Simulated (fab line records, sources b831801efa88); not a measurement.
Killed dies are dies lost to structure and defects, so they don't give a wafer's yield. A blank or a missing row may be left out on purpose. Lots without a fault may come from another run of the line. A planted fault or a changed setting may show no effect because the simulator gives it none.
fab line records | flow sky130
record lots=6 wafers=18 last_day=50
route steps=708 shown LOCAL_INTERCONNECT@396 CONTACT@406 PAD_OPEN@708
lots that met no fault: from a run of the same line without faults
start_h: hours from the record's first day to the start of the lot's first wafer shown | wait_h: hours since the lot's step before | " the same as in the row above | L1.1+2: a row that stands for several wafers | - no value, or no start given | * or withheld: withheld | < > ~ a bound
route shown NAME@n: a module of which the file shows steps, and the number in the route of the first | usual: mean/standard deviation of fault-free wafers | same: alike in all rows | chamber/n: place in a boat | sites: the reading at each site | _std_site: their standard deviation | _edge_site: outer sites' mean less inner sites' | radius_mm: how far each site lies from the wafer's centre | mask NAME#n: copy n | behind: the tool/chamber that last shaped the wafer | hold: why the lot was held/for how many hours/how that ended | device: the transistor (n, p or np) that didn't switch | end of line: the same wafers' tests at the end of the route | a step without rows: its recipe alone | killed: dies lost to structure and defects at the first sort, not the wafer's yield | map: a wafer's dies, x killed, . not, _ none there
set.NAME: the setting as run; set.NAME@STEP: as run at that earlier step | model.NAME: the simulator's own value behind a step, which no gauge read
lots at some steps of the route; a table a step, a row a wafer
services: from which hour (start_h, from the record's first day; less than 0 if before it) a tool's chamber was out of use, for how many hours, and why
## steps
# step SKY_LOCAL_INTERCONNECT_PEB_09
# recipe peb_temp_c=withheld peb_time_s=withheld resist=KrF-thick
# step SKY_LOCAL_INTERCONNECT_DEVELOP_10
# recipe develop_time_s=60 resist=KrF-thick dev_temp_c=21
# step SKY_LOCAL_INTERCONNECT_CD_MEAS_11
# recipe target_cd_nm=170
# usual cd_nm=170.0/1.4
# columns lot.wafer tool chamber start_h wait_h cd_nm
L638.2 cd_sem-02 - 734.99 - 167.6
L638.3 " - " " 169.7
L638.6 " - " " 168.4
L642.3 cd_sem-02 - 761.41 - 170.3
L642.4 " - " " 171.2
L642.6 " - " " 170.6
L654.2 cd_sem-02 - 863.27 - 170.8
L654.4 " - " " 172.2
L654.6 " - " " 171.2
L655.1 cd_sem-02 - 864.70 - 169.0
L655.2 " - " " 168.1
L655.5 " - " " 169.6
L657.1 cd_sem-01 - 874.87 - 171.1
L657.4 " - " " 170.7
L657.6 " - " " 170.3
L658.1 cd_sem-02 - 884.92 - 169.6
L658.5 " - " " 169.2
L658.6 " - " " 170.2
# step SKY_LOCAL_INTERCONNECT_OVL_MEAS_12
# usual LOCAL_INTERCONNECT_OVL=1/6.2
# columns lot.wafer tool chamber start_h wait_h LOCAL_INTERCONNECT_OVL[nm]
L638.2 overlay-01 - 735.10 0.1 8
L638.3 " - " " 7
L638.6 " - " " 13
L642.3 overlay-01 - 761.50 0.1 3
L642.4 " - " " 4
L642.6 " - " " 3
L654.2 overlay-01 - 863.37 0.1 10
L654.4 " - " " 1
L654.6 " - " " 6
L655.1 overlay-02 - 864.82 0.1 -7
L655.2 " - " " 0
L655.5 " - " " 0
L657.1 overlay-02 - 874.99 0.1 8
L657.4 " - " " 9
L657.6 " - " " 9
L658.1 overlay-02 - 885.04 0.1 -11
L658.5 " - " " -1
L658.6 " - " " -8
# step SKY_LOCAL_INTERCONNECT_ETCH_13
# recipe chemistry=N2/H2 target=BARC ion_energy_ev=200 bias_w=100 pressure_mtorr=30 n2_flow_sccm=100 h2_flow_sccm=200 icp_w=500 stop_on=SiO2 time_s=45.9 target_depth_a=600
# usual drypump_motor_current_A=5.8/0.39 oes_product_au=0.855/0.0049 throttle_valve_pct=13.225/0.0082
# same time_s=45.9
# columns lot.wafer tool chamber start_h wait_h drypump_motor_current_A oes_product_au rf_hours_counter_h throttle_valve_pct
L638.2 rie_metal-03 1 735.13 0.0 6.0 0.859 8 13.228
L638.3 " 0 " " 5.4 0.857 - 13.222
L638.6 " 1 " " 6.0 0.859 - 13.225
L642.3 rie_metal-03 1 761.54 0.0 6.1 0.851 - 13.211
L642.4 " 0 " " 5.4 0.852 - 13.210
L642.6 " 0 " " 5.4 0.859 - 13.232
L654.2 rie_metal-03 1 863.40 0.0 6.0 0.856 14 13.228
L654.4 " 0 " " 5.4 0.848 - 13.224
L654.6 " 1 " " 6.0 0.854 - 13.230
L655.1 rie_metal-04 0 864.85 0.0 5.7 0.860 11 13.219
L655.2 " 1 " " 6.0 0.854 9 13.245
L655.5 " 1 " " 6.1 0.862 - 13.228
L657.1 rie_metal-01 0 875.02 0.0 6.4 0.863 7 13.216
L657.4 " 1 " " 5.3 0.854 - 13.219
L657.6 " 1 " " 5.3 0.860 - 13.236
L658.1 rie_metal-01 0 885.07 0.0 6.4 0.851 7 13.220
L658.5 " 1 " " 5.3 0.856 - 13.235
L658.6 " 0 " " 6.4 0.858 - 13.226
# step SKY_LOCAL_INTERCONNECT_METAL_ETCH_14
# recipe target_depth_nm=110 stop_on=PSG chemistry=Cl2/BCl3 target=TiN resist_sidewall_deg=88 pressure_mtorr=10 icp_w=900 bias_w=48.5 Cl2_flow_sccm=60 bcl3_flow_sccm=30 time_s=31.4
# usual drypump_motor_current_A=5.8/0.39 oes_product_au=0.938/0.0064 throttle_valve_pct=21.903/0.0099
# same time_s=31.4
# columns lot.wafer tool chamber start_h wait_h drypump_motor_current_A oes_product_au rf_hours_counter_h throttle_valve_pct
L638.2 rie_metal-03 1 735.19 0.0 6.0 0.942 8 21.892
L638.3 " 0 " " 5.4 0.939 - 21.907
L638.6 " 1 " " 6.0 0.939 - 21.905
L642.3 rie_metal-03 1 761.60 0.0 6.1 0.941 - 21.918
L642.4 " 0 " " 5.3 0.942 - 21.901
L642.6 " 0 " " 5.3 0.945 - 21.905
L654.2 rie_metal-03 1 863.47 0.0 6.0 0.929 14 21.918
L654.4 " 0 " " 5.4 0.932 - 21.905
L654.6 " 1 " " 6.1 0.929 - 21.910
L655.1 rie_metal-04 0 864.92 0.0 5.7 0.937 11 21.887
L655.2 " 1 " " 6.0 0.945 9 21.913
L655.5 " 1 " " 6.0 0.936 - 21.920
L657.1 rie_metal-01 0 875.09 0.0 6.4 0.942 7 21.902
L657.4 " 1 " " 5.3 0.937 - 21.899
L657.6 " 1 " " 5.3 0.939 - 21.895
L658.1 rie_metal-01 0 885.14 0.0 6.4 0.925 7 21.897
L658.5 " 1 " " 5.3 0.933 - 21.895
L658.6 " 0 " " 6.4 0.932 - 21.888
# step SKY_LOCAL_INTERCONNECT_STRIP_15
# recipe chemistry=O2/N2 power_w=1400 pressure_mtorr=1500 platen_temp_c=withheld o2_flow_sccm=3000 n2_flow_sccm=300 overash_fraction=0.5
# usual drypump_motor_current_A=5.7/0.46 oes_product_au=0.427/0.0045 strip_time_to_endpoint_s=4.736/0.021
# columns lot.wafer tool chamber start_h wait_h drypump_motor_current_A oes_product_au rf_hours_counter_h strip_time_to_endpoint_s
L638.2 plasma_asher-03 0 735.24 0.0 5.0 0.428 93 4.739
L638.3 " 0 " " 5.0 0.437 - 4.728
L638.6 " 0 " " 5.0 0.434 - 4.731
L642.3 plasma_asher-02 0 761.67 0.1 6.4 0.421 - 4.727
L642.4 " 1 " " 6.3 0.428 - 4.748
L642.6 " 1 " " 6.3 0.424 - 4.748
L654.2 plasma_asher-01 0 863.52 0.0 6.1 0.425 14 4.708
L654.4 " 1 " " 5.4 0.431 - 4.685
L654.6 " 1 " " 5.4 0.423 - 4.703
L655.1 plasma_asher-02 1 864.97 0.0 6.3 0.428 47 4.725
L655.2 " 0 " " 6.4 0.422 47 4.727
L655.5 " 0 " " 6.4 0.428 - 4.745
L657.1 plasma_asher-03 1 875.14 0.0 5.8 0.429 109 4.752
L657.4 " 0 " " 5.0 0.423 - 4.725
L657.6 " 0 " " 5.0 0.428 - 4.693
L658.1 plasma_asher-03 1 885.19 0.0 5.8 0.428 110 4.736
L658.5 " 0 " " 5.0 0.424 - 4.717
L658.6 " 1 " " 5.8 0.425 - 4.743
# step SKY_LOCAL_INTERCONNECT_STRIP_16
# recipe chemistry=post_etch_residue_remover time_s=1200 temp_c=72.5
# step SKY_LOCAL_INTERCONNECT_CLEAN_17
# recipe chemistry=IPA time_s=180 temp_c=25
# step SKY_LOCAL_INTERCONNECT_CLEAN_18
# recipe chemistry=O3/DIW dry=n2_spin
# step SKY_CONTACT_CVD_00
# recipe material=Si3N4 target_thk_nm=75 temp_c=400 time_s=withheld rf_w=450
# usual heater_power_w=730/87
# columns lot.wafer tool chamber start_h wait_h heater_power_w
L638.2 pecvd-04 2 735.83 0.0 895
L638.3 " 0 " " 845
L638.6 " 0 " " 862
L642.3 pecvd-01 0 762.23 0.0 661
L642.4 " 0 " " 668
L642.6 " 1 " " 641
L654.2 pecvd-03 2 864.15 0.0 817
L654.4 " 1 " " 699
L654.6 " 0 " " 951
L655.1 pecvd-01 1 865.57 0.0 726
L655.2 " 0 " " 701
L655.5 " 1 " " 729
L657.1 pecvd-01 2 875.73 0.0 671
L657.4 " 2 " " 683
L657.6 " 0 " " 610
L658.1 pecvd-01 1 885.82 0.0 615
L658.5 " 0 " " 744
L658.6 " 2 " " 672
# step SKY_CONTACT_THK_MEAS_01
# recipe reads=Si3N4_of_CONTACT_CVD_00
# usual CONTACT_CVD_00_THK=74.7/0.93
# columns lot.wafer tool chamber start_h wait_h CONTACT_CVD_00_THK[nm]
L638.2 film_metro-03 - 735.88 - 73.4
L638.3 " - " " 74.5
L638.6 " - " " 75.6
L642.3 film_metro-03 - 762.28 - 74.3
L642.4 " - " " 74.9
L642.6 " - " " 75.5
L654.2 film_metro-04 - 864.19 - 74.5
L654.4 " - " " 75.8
L654.6 " - " " 76.0
L655.1 film_metro-01 - 865.60 - 73.8
L655.2 " - " " 74.4
L655.5 " - " " 74.8
L657.1 film_metro-03 - 875.76 - 74.4
L657.4 " - " " 75.6
L657.6 " - " " 76.1
L658.1 film_metro-03 - 885.85 - 73.0
L658.5 " - " " 74.9
L658.6 " - " " 75.3
# step SKY_CONTACT_HDPCVD_02
# recipe material=SiO2 target_thk_nm=565 sigma_open_frac=0.3 time_s=94.2 temp_c=600 sih4_flow_sccm=60 pressure_mtorr=6
# usual sih4_flow_sccm=59.99/0.19
# same time_s=94.2
# columns lot.wafer tool chamber start_h wait_h sih4_flow_sccm model.SiO2_of_CONTACT_HDPCVD_02.thk_nm
L638.2 hdpcvd-02 0 735.93 0.0 59.86 571.1
L638.3 " 1 " " 47.84 449.3
L638.6 " 1 " " 48.07 452.4
L642.3 hdpcvd-02 0 762.32 0.0 60.11 574.4
L642.4 " 0 " " 59.94 573.4
L642.6 " 1 " " 48.02 456.4
L654.2 hdpcvd-02 1 864.24 0.0 59.90 559.5
L654.4 " 1 " " 59.79 555.8
L654.6 " 0 " " 59.82 565.4
L655.1 hdpcvd-02 1 865.66 0.1 60.10 571.5
L655.2 " 0 " " 60.21 579.6
L655.5 " 0 " " 60.07 579.6
L657.1 hdpcvd-01 1 875.82 0.1 60.17 562.8
L657.4 " 0 " " 60.16 558.3
L657.6 " 2 " " 59.94 567.5
L658.1 hdpcvd-01 0 885.91 0.1 59.94 561.9
L658.5 " 1 " " 60.16 566.6
L658.6 " 2 " " 59.75 566.7
# step SKY_CONTACT_THK_MEAS_03
# recipe reads=SiO2_of_CONTACT_HDPCVD_02
# usual CONTACT_HDPCVD_THK=564/6.4
# columns lot.wafer tool chamber start_h wait_h CONTACT_HDPCVD_THK[nm]
L638.2 film_metro-01 - 736.01 0.0 571
L638.3 " - " " 449
L638.6 " - " " 452
L642.3 film_metro-01 - 762.41 0.1 574
L642.4 " - " " 573
L642.6 " - " " 456
L654.2 film_metro-03 - 864.32 0.0 560
L654.4 " - " " 556
L654.6 " - " " 565
L655.1 film_metro-03 - 865.73 0.0 572
L655.2 " - " " 579
L655.5 " - " " 579
L657.1 film_metro-04 - 875.89 0.0 563
L657.4 " - " " 558
L657.6 " - " " 567
L658.1 film_metro-01 - 885.98 0.0 562
L658.5 " - " " 566
L658.6 " - " " 567
# step SKY_CONTACT_CMP_04
# recipe material=SiO2 down_force_psi=4 platen_rpm=60 pad_velocity_m_s=0.94248
# usual motor_current_A=12.1/1.1 time_to_endpoint_s=80/3.5
# columns lot.wafer tool chamber start_h wait_h motor_current_A time_to_endpoint_s
L638.2 cmp-01 1 736.27 0.2 12.2 76
L638.3 " 3 " " 11.0 33
L638.6 " 1 " " 11.6 35
L642.3 cmp-02 2 762.50 0.1 10.5 83
L642.4 " 0 " " 14.0 85
L642.6 " 2 " " 11.4 45
L654.4 cmp-01 0 864.42 0.1 11.6 79
L654.2 " 1 " " 11.7 83
L654.6 " 3 " " 10.7 81
L655.2 cmp-02 1 865.79 0.0 13.2 87
L655.1 " 3 " " 11.2 84
L655.5 " 2 " " 10.6 88
L657.4 cmp-01 0 876.28 0.3 12.0 80
L657.1 " 2 " " 12.4 85
L657.6 " 3 " " 11.0 83
L658.1 cmp-01 3 886.09 0.1 11.5 82
L658.6 " 2 " " 13.0 83
L658.5 " 3 " " 11.1 86
# step SKY_CONTACT_BOW_MEAS_05
# recipe mode=bow
# usual CONTACT_BOW=82/7.7
# columns lot.wafer tool chamber start_h wait_h CONTACT_BOW[um]
L638.2 film_metro-01 - 736.59 0.3 75
L638.3 " - " " 79
L638.6 " - " " 75
L642.3 film_metro-01 - 762.79 0.2 77
L642.4 " - " " 68
L642.6 " - " " 71
L654.2 film_metro-03 - 864.69 0.2 80
L654.4 " - " " 81
L654.6 " - " " 80
L655.1 film_metro-01 - 866.09 0.1 87
L655.2 " - " " 94
L655.5 " - " " 79
L657.1 film_metro-01 - 876.53 0.1 76
L657.4 " - " " 83
L657.6 " - " " 77
L658.1 film_metro-01 - 886.34 0.2 88
L658.5 " - " " 84
L658.6 " - " " 92
# step SKY_PAD_OPEN_PROBE_99
# usual killed_at_M0_to_M3=43/7.4 killed_at_M4_up=3.1/1.9 killed_at_contacts=25/5.4 killed_at_front_end=15/4.3 killed_at_other=0.3/0.54 killed_dies=86/10 killed_open=46/7.4 killed_short=40/7
# same gross_dies=492 killed_at_back_side=0
# columns lot.wafer tool chamber start_h wait_h killed_at_M0_to_M3 killed_at_M4_up killed_at_contacts killed_at_front_end killed_at_other killed_dies killed_open killed_short
L638.2 prober-02 - 1097.85 0.1 53 4 30 12 0 99 58 41
L638.3 prober-02 - 1097.90 0.2 30 2 29 16 1 78 42 36
L638.6 prober-02 - 1098.05 0.2 47 6 23 14 0 90 49 41
L642.3 prober-02 - 1119.94 0.2 43 6 24 19 0 92 37 55
L642.4 prober-02 - 1119.99 0.2 43 2 25 16 2 88 51 36
L642.6 prober-02 - 1120.09 0.2 43 1 21 22 0 87 40 47
L654.2 prober-02 - 1189.75 0.1 43 1 29 14 1 88 56 31
L654.4 prober-02 - 1189.85 0.2 37 2 18 18 1 76 43 32
L654.6 prober-02 - 1189.95 0.2 45 4 35 14 0 98 47 51
L655.1 prober-01 - 1191.12 0.1 34 2 27 14 0 77 40 35
L655.2 prober-01 - 1191.17 0.1 37 0 27 17 0 81 39 38
L655.5 prober-01 - 1191.32 0.2 44 4 27 11 0 86 46 40
# killed by level:class
L638.2 VIA1:geometric_particle:open=14 CONTACT:geometric_particle:open=13 LI_CONTACT:geometric_particle:open=10 METAL2:geometric_particle:short=9 VIA1:geometric_particle:short=7 FIELD_ISO:geometric_particle:open=4 CONTACT:geometric_particle:short=4 METAL3:geometric_particle:short=4
L638.3 LI_CONTACT:geometric_particle:open=10 CONTACT:geometric_particle:open=8 METAL2:geometric_particle:short=6 FIELD_ISO:geometric_particle:open=5 FIELD_ISO:geometric_particle:short=5 LOCAL_INTERCONNECT:geometric_particle:short=5 VIA3:geometric_particle:open=5 POLY_GATE:geometric_particle:open=4
L638.6 VIA1:geometric_particle:open=15 CONTACT:geometric_particle:open=8 LI_CONTACT:geometric_particle:open=6 VIA2:geometric_particle:open=6 VIA3:geometric_particle:open=5 METAL4:geometric_particle:short=5 FIELD_ISO:geometric_particle:short=4 CONTACT:geometric_particle:short=4
L642.3 FIELD_ISO:geometric_particle:short=11 LI_CONTACT:geometric_particle:open=8 METAL2:geometric_particle:short=8 VIA1:geometric_particle:open=7 CONTACT:geometric_particle:open=5 VIA1:geometric_particle:short=5 POLY_GATE:geometric_particle:short=4 LI_CONTACT:geometric_particle:short=4
L642.4 VIA1:geometric_particle:open=11 LI_CONTACT:geometric_particle:open=10 POLY_GATE:geometric_particle:short=6 METAL2:geometric_particle:open=6 LI_CONTACT:geometric_particle:short=6 CONTACT:geometric_particle:short=5 POLY_GATE:geometric_particle:open=5 VIA1:geometric_particle:short=5
L642.6 LI_CONTACT:geometric_particle:open=8 VIA3:geometric_particle:open=8 METAL2:geometric_particle:short=7 FIELD_ISO:geometric_particle:short=6 METAL1:geometric_particle:short=6 VIA1:geometric_particle:open=6 CONTACT:geometric_particle:open=5 POLY_GATE:geometric_particle:short=4
L654.2 VIA1:geometric_particle:open=16 CONTACT:geometric_particle:open=10 VIA2:geometric_particle:open=9 LI_CONTACT:geometric_particle:open=7 VIA3:geometric_particle:open=6 FIELD_ISO:geometric_particle:short=4 LI_CONTACT:geometric_particle:short=4 LOCAL_INTERCONNECT:geometric_particle:short=4
L654.4 VIA1:geometric_particle:open=12 VIA2:geometric_particle:open=7 VIA3:geometric_particle:open=6 FIELD_ISO:geometric_particle:short=5 LOCAL_INTERCONNECT:geometric_particle:short=4 CONTACT:geometric_particle:short=4 CONTACT:geometric_particle:open=4 POLY_GATE:geometric_particle:short=3
L654.6 LOCAL_INTERCONNECT:geometric_particle:short=9 CONTACT:geometric_particle:open=9 VIA3:geometric_particle:open=9 LI_CONTACT:geometric_particle:open=8 METAL2:geometric_particle:short=7 VIA1:geometric_particle:open=6 CONTACT:geometric_particle:short=6 METAL1:geometric_particle:short=6
L655.1 CONTACT:geometric_particle:open=10 VIA1:geometric_particle:open=10 METAL1:geometric_particle:short=6 LI_CONTACT:geometric_particle:open=5 CONTACT:geometric_particle:short=5 METAL2:geometric_particle:short=5 VIA2:geometric_particle:open=5 VIA3:geometric_particle:open=4
L655.2 CONTACT:geometric_particle:open=10 VIA1:geometric_particle:open=8 LI_CONTACT:geometric_particle:open=7 CONTACT:geometric_particle:short=6 VIA3:geometric_particle:open=5 VIA3:geometric_particle:short=5 FIELD_ISO:geometric_particle:short=4 VIA1:geometric_particle:short=4
L655.5 VIA3:geometric_particle:open=10 CONTACT:geometric_particle:open=9 VIA1:geometric_particle:open=9 METAL2:geometric_particle:short=8 LI_CONTACT:geometric_particle:open=6 CONTACT:geometric_particle:short=6 METAL1:geometric_particle:short=5 VIA2:geometric_particle:short=5
## services
# columns tool chamber start_h hours kind
cmp-01 - 714.46 2.6 repair
rie_metal-04 - 726.60 10.0 pm
cmp-02 - 733.94 2.8 repair
plasma_asher-02 - 738.53 1.2 repair
pecvd-01 0 740.27 12.4 repair
hdpcvd-02 - 743.71 0.3 repair
cmp-01 - 744.13 4.0 pm
cmp-02 - 744.29 1.5 repair
pecvd-01 0 754.36 5.8 repair
cmp-01 - 761.53 3.9 repair
pecvd-01 - 792.38 1.5 repair
cmp-02 - 817.57 0.8 repair
plasma_asher-03 - 821.21 1.3 repair
rie_metal-03 - 828.85 0.7 repair
rie_metal-01 0 829.84 4.3 repair
cmp-02 - 837.78 4.6 pm
pecvd-01 - 846.74 1.3 repair
hdpcvd-02 - 848.89 1.6 repair
pecvd-01 - 859.19 0.7 repair
hdpcvd-02 2 859.31 3.6 repair
rie_metal-01 - 863.92 2.8 pm
cmp-01 - 869.16 5.3 pm
plasma_asher-02 - 871.61 2.5 repair
rie_metal-03 - 880.64 0.6 repair
## key
first_sign step=SKY_CONTACT_HDPCVD_02 reading=sih4_flow_sccm direction=down sigmas=64 usual=59.99 struck=47.98
effect step=SKY_CONTACT_THK_MEAS_03 reading=CONTACT_HDPCVD_THK direction=down sigmas=17 usual=564 struck=453
effect step=SKY_CONTACT_CMP_04 reading=time_to_endpoint_s direction=down sigmas=12 usual=* struck=*
model_effect step=SKY_CONTACT_HDPCVD_02 value=SiO2_of_CONTACT_HDPCVD_02.thk_nm without=565.7 struck=452.7
met_at SKY_CONTACT_HDPCVD_02
struck_wafers L638.3,L638.6,L642.6
tester_left_out L638,L642
fault kind=process_parameter_drift tool=hdpcvd-02 chamber=1 onset_h=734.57 steps=SKY_CONTACT_HDPCVD_02 channel=sih4_flow_sccm offset=-12 shape=step end_h=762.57 acts_in=these_recipes_only stated=60
# tester_left_out: of these lots the tester's yield and bins aren't shown, on N5 and GAA mostly nor the transistor test; their killed dies are dies lost to structure and defects alone, not to doping, threshold or leakage, so they don't give the yield
